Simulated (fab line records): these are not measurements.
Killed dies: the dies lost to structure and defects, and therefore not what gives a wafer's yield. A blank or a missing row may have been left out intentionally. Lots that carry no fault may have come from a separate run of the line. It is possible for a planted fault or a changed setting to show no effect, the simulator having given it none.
Which tool did it? :: flow sky130 :: 39 wafers from 13 lots sampled at 4 of the route's 708 steps

## WHAT THE GAUGES READ, wafer by wafer
SKY_SD_N_CD_MEAS_07 targets a cd of 380 nm.
lot: L150
measured: day 27 15:31
on: cdSem-01
cdNm (nm): 378.0 379.0 376.7

lot: L151
measured: day 27 16:16
on: cdSem-02
cdNm (nm): 380.1 378.5 378.9

lot: L156
measured: day 29 10:12
on: cdSem-02
cdNm (nm): 380.0 379.7 380.2

lot: L157
measured: day 30 10:28
on: cdSem-02
cdNm (nm): 379.6 379.6 380.4

lot: L159
measured: day 30 18:38
on: cdSem-01
cdNm (nm): 380.4 379.2 378.6

lot: L160
measured: day 31 04:25
on: cdSem-01
cdNm (nm): 380.3 380.9 379.1

lot: L163
measured: day 32 13:56
on: cdSem-01
cdNm (nm): 378.4 378.0 377.6

lot: L168
measured: day 33 09:08
on: cdSem-02
cdNm (nm): 377.9 379.4 378.5

lot: L167
measured: day 33 13:14
on: cdSem-01
cdNm (nm): 378.8 378.8 382.2

lot: L169
measured: day 33 19:13
on: cdSem-01
cdNm (nm): 376.2 379.0 378.0

lot: L170
measured: day 34 01:16
on: cdSem-01
cdNm (nm): 380.2 381.9 382.0

lot: L171
measured: day 34 11:49
on: cdSem-02
cdNm (nm): 384.5 382.5 385.0

lot: L172
measured: day 34 19:46
on: cdSem-02
cdNm (nm): 375.3 374.4 374.9

SKY_SD_N_OVL_MEAS_08.
lot: L150
measured: day 27 15:38
on: overlay-02
SD_N_OVL (nm): 1.6 1.8 1.4

lot: L151
measured: day 27 16:23
on: overlay-01
SD_N_OVL (nm): 0.9 -1.4 -0.5

lot: L156
measured: day 29 10:18
on: overlay-02
SD_N_OVL (nm): -1.0 2.4 1.2

lot: L157
measured: day 30 10:35
on: overlay-01
SD_N_OVL (nm): 0.4 -0.3 0.4

lot: L159
measured: day 30 18:44
on: overlay-01
SD_N_OVL (nm): -1.4 -1.4 -1.2

lot: L160
measured: day 31 04:32
on: overlay-01
SD_N_OVL (nm): 1.1 0.8 1.1

lot: L163
measured: day 32 14:02
on: overlay-02
SD_N_OVL (nm): -0.3 -1.3 1.0

lot: L168
measured: day 33 09:14
on: overlay-01
SD_N_OVL (nm): 1.0 1.0 2.3

lot: L167
measured: day 33 13:21
on: overlay-01
SD_N_OVL (nm): -0.6 0.9 1.5

lot: L169
measured: day 33 19:20
on: overlay-02
SD_N_OVL (nm): -0.3 -0.6 0.7

lot: L170
measured: day 34 01:23
on: overlay-01
SD_N_OVL (nm): 1.5 -0.7 -0.7

lot: L171
measured: day 34 11:56
on: overlay-01
SD_N_OVL (nm): 1.5 0.0 -0.9

lot: L172
measured: day 34 19:53
on: overlay-01
SD_N_OVL (nm): -0.9 2.8 0.8

SKY_LI_CONTACT_BOW_MEAS_03.
lot: L150
measured: day 27 17:12
on: filmMetro-02
LI_CONTACT_BOW (um): 58 48 55

lot: L151
measured: day 27 18:03
on: filmMetro-04
LI_CONTACT_BOW (um): 47 56 71

lot: L156
measured: day 29 11:53
on: filmMetro-01
LI_CONTACT_BOW (um): 55 48 53

lot: L157
measured: day 30 12:37
on: filmMetro-02
LI_CONTACT_BOW (um): 46 69 50

lot: L159
measured: day 30 20:19
on: filmMetro-04
LI_CONTACT_BOW (um): 58 39 63

lot: L160
measured: day 31 06:05
on: filmMetro-02
LI_CONTACT_BOW (um): 66 56 45

lot: L163
measured: day 32 15:40
on: filmMetro-02
LI_CONTACT_BOW (um): 32 58 63

lot: L168
measured: day 33 10:49
on: filmMetro-04
LI_CONTACT_BOW (um): 54 56 43

lot: L167
measured: day 33 14:58
on: filmMetro-02
LI_CONTACT_BOW (um): 77 77 74 - - -

lot: L169
measured: day 33 20:53
on: filmMetro-02
LI_CONTACT_BOW (um): 65 63 68 - - -

lot: L170
measured: day 34 02:56
on: filmMetro-02
LI_CONTACT_BOW (um): 50 58 59

lot: L171
measured: day 34 13:30
on: filmMetro-02
LI_CONTACT_BOW (um): 63 68 54

lot: L172
measured: day 34 21:30
on: filmMetro-01
LI_CONTACT_BOW (um): 57 55 52

## TOOL THAT RAN EACH LOT (tool first, then ch and the chambers of the sampled wafers, then the start)
lot: L150
SKY_LI_CONTACT_CMP_02: cmp-02 ch 0,1, day 27 16:57

lot: L151
SKY_LI_CONTACT_CMP_02: cmp-01 ch 0,1,3, day 27 17:54

lot: L156
SKY_LI_CONTACT_CMP_02: cmp-01 ch 1,2, day 29 11:33

lot: L157
SKY_LI_CONTACT_CMP_02: cmp-01 ch 1,2,3, day 30 12:22

lot: L159
SKY_LI_CONTACT_CMP_02: cmp-02 ch 2,3, day 30 19:59

lot: L160
SKY_LI_CONTACT_CMP_02: cmp-01 ch 1,2, day 31 05:50

lot: L163
SKY_LI_CONTACT_CMP_02: cmp-02 ch 0,1,3, day 32 15:27

lot: L168
SKY_LI_CONTACT_CMP_02: cmp-02 ch 0,1,2, day 33 10:33

lot: L167
SKY_LI_CONTACT_CMP_02: cmp-02 ch 2,3, day 33 14:42

lot: L169
SKY_LI_CONTACT_CMP_02: cmp-01 ch 1,2,3, day 33 20:35

lot: L170
SKY_LI_CONTACT_CMP_02: cmp-01 ch 1,2, day 34 02:41

lot: L171
SKY_LI_CONTACT_CMP_02: cmp-01 ch 0,1,3, day 34 13:12

lot: L172
SKY_LI_CONTACT_CMP_02: cmp-01 ch 0,3, day 34 21:12
- SKY_LI_CONTACT_CMP_02: polishes PSG.

## WHAT THE TOOLS THEMSELVES READ (means of the sampled wafers that have a number; where no wafer has one, the mark that the record gives instead)
SKY_LI_CONTACT_CMP_02.
lot: L150
tool: cmp-02
edgeZonePressureFrac: 0.998
headPressurePsi (psi): 3.989
motorCurrentA (A): 11.4
timeToEndpointS (s): 31.4

lot: L151
tool: cmp-01
edgeZonePressureFrac: 1.002
headPressurePsi (psi): 4.003
motorCurrentA (A): 13.3
timeToEndpointS (s): 29.7

lot: L156
tool: cmp-01
edgeZonePressureFrac: 0.999
headPressurePsi (psi): 3.997
motorCurrentA (A): 13.0
timeToEndpointS (s): 31.9

lot: L157
tool: cmp-01
edgeZonePressureFrac: 0.999
headPressurePsi (psi): 3.996
motorCurrentA (A): 13.0
timeToEndpointS (s): 30.2

lot: L159
tool: cmp-02
edgeZonePressureFrac: 1.004
headPressurePsi (psi): 4.006
motorCurrentA (A): 12.7
timeToEndpointS (s): 32.5

lot: L160
tool: cmp-01
edgeZonePressureFrac: 0.997
headPressurePsi (psi): 4.005
motorCurrentA (A): 12.9
timeToEndpointS (s): 29.3

lot: L163
tool: cmp-02
edgeZonePressureFrac: 0.997
headPressurePsi (psi): 4.000
motorCurrentA (A): 12.1
timeToEndpointS (s): 33.4

lot: L168
tool: cmp-02
edgeZonePressureFrac: 1.003
headPressurePsi (psi): 4.010
motorCurrentA (A): 11.7
timeToEndpointS (s): 32.5

lot: L167
tool: cmp-02
edgeZonePressureFrac: -
headPressurePsi (psi): -
motorCurrentA (A): -
timeToEndpointS (s): -

lot: L169
tool: cmp-01
edgeZonePressureFrac: -
headPressurePsi (psi): -
motorCurrentA (A): -
timeToEndpointS (s): -

lot: L170
tool: cmp-01
edgeZonePressureFrac: 1.004
headPressurePsi (psi): 4.008
motorCurrentA (A): 13.8
timeToEndpointS (s): 28.3

lot: L171
tool: cmp-01
edgeZonePressureFrac: 0.998
headPressurePsi (psi): 4.005
motorCurrentA (A): 13.4
timeToEndpointS (s): 33.8

lot: L172
tool: cmp-01
edgeZonePressureFrac: 0.999
headPressurePsi (psi): 4.003
motorCurrentA (A): 13.3
timeToEndpointS (s): 34.6

## THE ANSWER, worked out from the rows above alone
Rule: what is usual is taken from the lots themselves. The widest of any qualifying gaps counts: lots, ordered by their means at a reading, are off when they make up no more than a third of the lots, leave a main group of 4 or more, and stand apart from it by 3 or more times the standard deviation of that group's means. The tables above print the reading to a certain number of digits; a main group whose means all agree to those digits is not used. Also off: a lot with no number at a reading for which 4 or more lots have one. Any other lot the step has rows for is counted as sound. Order of review: gauges by route order, followed by the tools' own readings, for which a lot's mean as printed above is used. The first step at which some lot is off is used, and at that step the reading that is off furthest; a lot without a number counts as furthest.
Off at SKY_LI_CONTACT_CMP_02 (edgeZonePressureFrac): L167, L169. Without a number there: L167, L169. The main group has a mean of 1.000 with a standard deviation of 0.0026.
A tool fits if, at that step or a process step before it, it ran every lot that is off, and no sound lot after the first of them. No candidate that was tried fits.

## WHAT HAD BEEN PUT IN BY THE SIMULATOR
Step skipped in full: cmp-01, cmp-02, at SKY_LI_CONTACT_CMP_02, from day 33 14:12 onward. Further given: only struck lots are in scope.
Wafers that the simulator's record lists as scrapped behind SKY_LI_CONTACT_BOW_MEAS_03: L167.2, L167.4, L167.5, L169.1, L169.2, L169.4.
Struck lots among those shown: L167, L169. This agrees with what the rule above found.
